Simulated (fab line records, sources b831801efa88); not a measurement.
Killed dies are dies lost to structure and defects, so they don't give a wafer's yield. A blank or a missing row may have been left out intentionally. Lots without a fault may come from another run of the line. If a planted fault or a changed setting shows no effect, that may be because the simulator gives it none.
Matching of chambers + flow gf180mcu + 4 sister chambers for GF_POLY_GATE_ETCH_13 on rie_si-02
The step etches poly-Si in HBr/Cl2, stops on SiO2, target depth 198.5 nm, time 69.6 s. 4 wafers are shown with their chamber, then 8 later ones without.

## EACH WAFER AND ITS CHAMBER
| wafer  | chamber | drypump_motor_current_A (A) |
|--------|---------|-----------------------------|
| L560.1 | 0       | 6.2                         |
| L564.3 | 2       | 5.1                         |
| L564.4 | 1       | 5.3                         |
| L573.2 | 3       | 6.0                         |

## WAFERS MISSING THEIR CHAMBER
| wafer  | drypump_motor_current_A (A) |
|--------|-----------------------------|
| L573.5 | 6.3                         |
| L573.6 | 5.3                         |
| L577.1 | 5.3                         |
| L577.2 | 6.0                         |
| L577.4 | 5.1                         |
| L578.1 | 5.2                         |
| L578.2 | 5.3                         |
| L578.3 | 6.3                         |

## EACH ONE'S CHAMBER
| wafer  | from the rows above     | in truth |
|--------|-------------------------|----------|
| L573.5 | 0                       | 0        |
| L573.6 | 1                       | 1        |
| L577.1 | 1                       | 1        |
| L577.2 | 3                       | 3        |
| L577.4 | 2                       | 2        |
| L578.1 | can't be placed: 1 or 2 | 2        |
| L578.2 | 1                       | 1        |
| L578.3 | 0                       | 0        |
7 of 8 placed correctly. Cannot be placed on the basis of these rows: 1; the candidates contain the true chamber in 1. Number placed wrongly: 0.
How it was worked out, from the rows above alone: a wafer's distance from a chamber is the root of the sum, over the readings, of the square of ((its reading less the chamber's mean) divided by the reading's scatter). The wafer belongs to the nearest chamber; if the next one is less than 2 further off, it can't be placed. Each chamber's mean is taken over the wafers shown for it. The scatter (one wafer shown for each chamber): square how far every hidden wafer sits from the nearest shown wafer, average those squares and take the square root.
